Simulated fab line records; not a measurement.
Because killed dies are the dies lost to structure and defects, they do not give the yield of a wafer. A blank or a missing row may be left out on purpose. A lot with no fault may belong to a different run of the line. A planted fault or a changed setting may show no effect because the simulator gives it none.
Which tool is to blame? | flow sky130 | 10 lots with 30 wafers sampled at 6 steps, on a route of 708 steps

== WHAT THE GAUGES SHOWED, per wafer ==
SKY_SD_N_TW_MEAS_12. Usual: for SD_N_TW the level is 3978 and the standard deviation is 49.
lot  | measured     | on            | SD_N_TW        | flag
L915 | day 29 04:27 | film_metro-01 | 3971 3970 3973 |
L919 | day 29 16:28 | film_metro-04 | 3896 3884 3897 |
L918 | day 29 16:36 | film_metro-01 | 3977 3977 3995 |
L920 | day 29 18:05 | film_metro-04 | 3908 3917 3890 |
L921 | day 30 03:17 | film_metro-03 | 3996 4000 4031 |
L922 | day 30 19:37 | film_metro-01 | 3978 3981 4005 |
L923 | day 30 23:22 | film_metro-01 | 4025 4008 4010 |
L929 | day 32 22:19 | film_metro-03 | 4021 4026 4006 |
L935 | day 34 18:13 | film_metro-01 | 4013 4012 4014 |
L938 | day 35 18:24 | film_metro-03 | 4008 4002 3983 |

SKY_LI_CONTACT_RS_MEAS_22: measures by four-point-probe. Usual: for LI_CONTACT_W_RS the level is 0.282 ohm/sq and the standard deviation is 0.0032.
lot  | measured     | on            | LI_CONTACT_W_RS (ohm/sq) | flag
L915 | day 30 10:10 | film_metro-04 | 0.286 0.280 0.283        |
L919 | day 30 22:38 | film_metro-03 | 0.283 0.282 0.282        |
L918 | day 30 22:46 | film_metro-04 | 0.276 0.278 0.278        |
L920 | day 31 00:03 | film_metro-03 | 0.281 0.283 0.282        |
L921 | day 31 08:41 | film_metro-03 | 0.284 0.287 0.286        |
L922 | day 32 01:35 | film_metro-01 | 0.282 0.288 0.284        |
L923 | day 32 04:42 | film_metro-03 | 0.281 0.278 0.281        |
L929 | day 34 04:07 | film_metro-01 | 0.289 0.287 0.287        |
L935 | day 35 22:01 | film_metro-04 | 0.282 0.281 0.279        |
L938 | day 36 22:28 | film_metro-04 | 0.283 0.285 0.283        |

SKY_LOCAL_INTERCONNECT_CD_MEAS_11: target cd 170 nm. Usual: cd_nm reads 169.9 nm (standard deviation 1.5).
lot  | measured     | on        | cd_nm (nm)        | flag
L915 | day 31 13:58 | cd_sem-02 | 169.9 170.7 169.3 |
L919 | day 32 02:50 | cd_sem-02 | 171.4 170.4 170.7 |
L918 | day 32 02:54 | cd_sem-01 | 168.7 170.4 169.3 |
L920 | day 32 03:55 | cd_sem-01 | 169.7 170.4 169.9 |
L921 | day 32 12:28 | cd_sem-01 | 168.7 169.4 168.7 |
L922 | day 33 04:57 | cd_sem-02 | 171.1 170.9 171.0 |
L923 | day 33 08:24 | cd_sem-02 | 169.7 169.5 168.8 |
L929 | day 35 07:06 | cd_sem-01 | 168.4 168.1 167.6 |
L935 | day 37 00:46 | cd_sem-01 | 168.7 169.8 170.3 |
L938 | day 38 01:04 | cd_sem-02 | 171.7 171.4 171.3 |

SKY_CAPM_RS_MEAS_03: measures by four-point-probe. Usual: for CAPM_TIN_RS the level is 6.90 ohm/sq and the standard deviation is 0.077.
lot  | measured     | on            | CAPM_TIN_RS (ohm/sq) | flag
L915 | day 37 11:17 | film_metro-02 | 6.88 6.85 6.90       |
L919 | day 38 00:52 | film_metro-02 | 6.74 6.82 6.79       |
L918 | day 38 01:42 | film_metro-03 | 6.94 6.90 6.97       |
L920 | day 38 02:40 | film_metro-03 | 6.94 6.95 6.93       |
L921 | day 38 09:22 | film_metro-02 | 6.95 6.98 6.90       |
L922 | day 39 01:27 | film_metro-01 | 6.84 6.83 6.93       |
L923 | day 39 05:35 | film_metro-03 | 6.93 6.92 6.89       |
L929 | day 40 23:01 | film_metro-02 | 6.80 6.58 6.90       |
L935 | day 42 14:45 | film_metro-01 | 6.78 6.88 6.79       |
L938 | day 43 11:50 | film_metro-01 | 6.92 6.91 6.99       |

SKY_CAPM_THK_MEAS_04: measures by xrf. Usual: for CAPM_TIN_THK the level is 200.7 nm and the standard deviation is 2.2.
lot  | measured     | on            | CAPM_TIN_THK (nm) | flag
L915 | day 37 11:24 | film_metro-02 | 201.9 202.3 200.5 |
L919 | day 38 00:59 | film_metro-02 | 205.8 203.2 203.7 |
L918 | day 38 01:49 | film_metro-03 | 199.0 200.0 198.3 |
L920 | day 38 02:45 | film_metro-03 | 199.3 198.1 198.4 |
L921 | day 38 09:28 | film_metro-02 | 200.2 198.6 201.3 |
L922 | day 39 01:34 | film_metro-01 | 202.9 203.9 201.1 |
L923 | day 39 05:43 | film_metro-03 | 199.3 200.5 200.6 |
L929 | day 40 23:08 | film_metro-02 | 204.4 210.8 200.7 |
L935 | day 42 14:52 | film_metro-01 | 204.3 201.6 203.9 |
L938 | day 43 11:57 | film_metro-01 | 200.8 201.1 199.6 |

== TOOL THAT RAN EACH LOT (tool first, then ch and the chambers of the sampled wafers, then the start) ==
lot  | SKY_CAPM_SPUTTER_02
L915 | pvd_sputter-04, day 37 11:10
L919 | pvd_sputter-03, day 38 00:46
L918 | pvd_sputter-01, day 38 01:34
L920 | pvd_sputter-01, day 38 02:30
L921 | pvd_sputter-01, day 38 09:13
L922 | pvd_sputter-03, day 39 01:20
L923 | pvd_sputter-03, day 39 05:29
L929 | pvd_sputter-01, day 40 22:54
L935 | pvd_sputter-04, day 42 14:37
L938 | pvd_sputter-03, day 43 11:43
- SKY_CAPM_SPUTTER_02: material TiN, target thk 200 nm, time 166.7 s.

== WHAT THE TOOLS THEMSELVES READ (means of the sampled wafers that have a number; where no wafer has one, the mark that the record gives instead) ==
SKY_CAPM_SPUTTER_02. Usual: throttle_valve_pct reads 29.8 % (standard deviation 1.3).
lot  | tool           | throttle_valve_pct (%) | flag
L915 | pvd_sputter-04 | 30.2                   |
L919 | pvd_sputter-03 | 30.3                   |
L918 | pvd_sputter-01 | 29.9                   |
L920 | pvd_sputter-01 | 28.7                   |
L921 | pvd_sputter-01 | 30.1                   |
L922 | pvd_sputter-03 | 30.1                   |
L923 | pvd_sputter-03 | 29.3                   |
L929 | pvd_sputter-01 | 29.9                   |
L935 | pvd_sputter-04 | 30.6                   |
L938 | pvd_sputter-03 | 30.6                   |

== THE ANSWER, worked out from the rows above alone ==
Rule: a lot counts as off when the mean over its wafers that have a number is more than 3 standard deviations away from the usual mean. A lot without any number at a reading at which 4 lots or more have one is off too. Any other lot the step has rows for is counted as sound. Order of review: gauges by route order, followed by the tools' own readings, for which a lot's mean as printed above is used. The first step at which some lot is off is used, and at that step the reading that is off furthest; a lot without a number counts as furthest.
None of the lots is off at any reading shown; this tells nothing.

== WHAT THE SIMULATOR HAD PUT IN ==
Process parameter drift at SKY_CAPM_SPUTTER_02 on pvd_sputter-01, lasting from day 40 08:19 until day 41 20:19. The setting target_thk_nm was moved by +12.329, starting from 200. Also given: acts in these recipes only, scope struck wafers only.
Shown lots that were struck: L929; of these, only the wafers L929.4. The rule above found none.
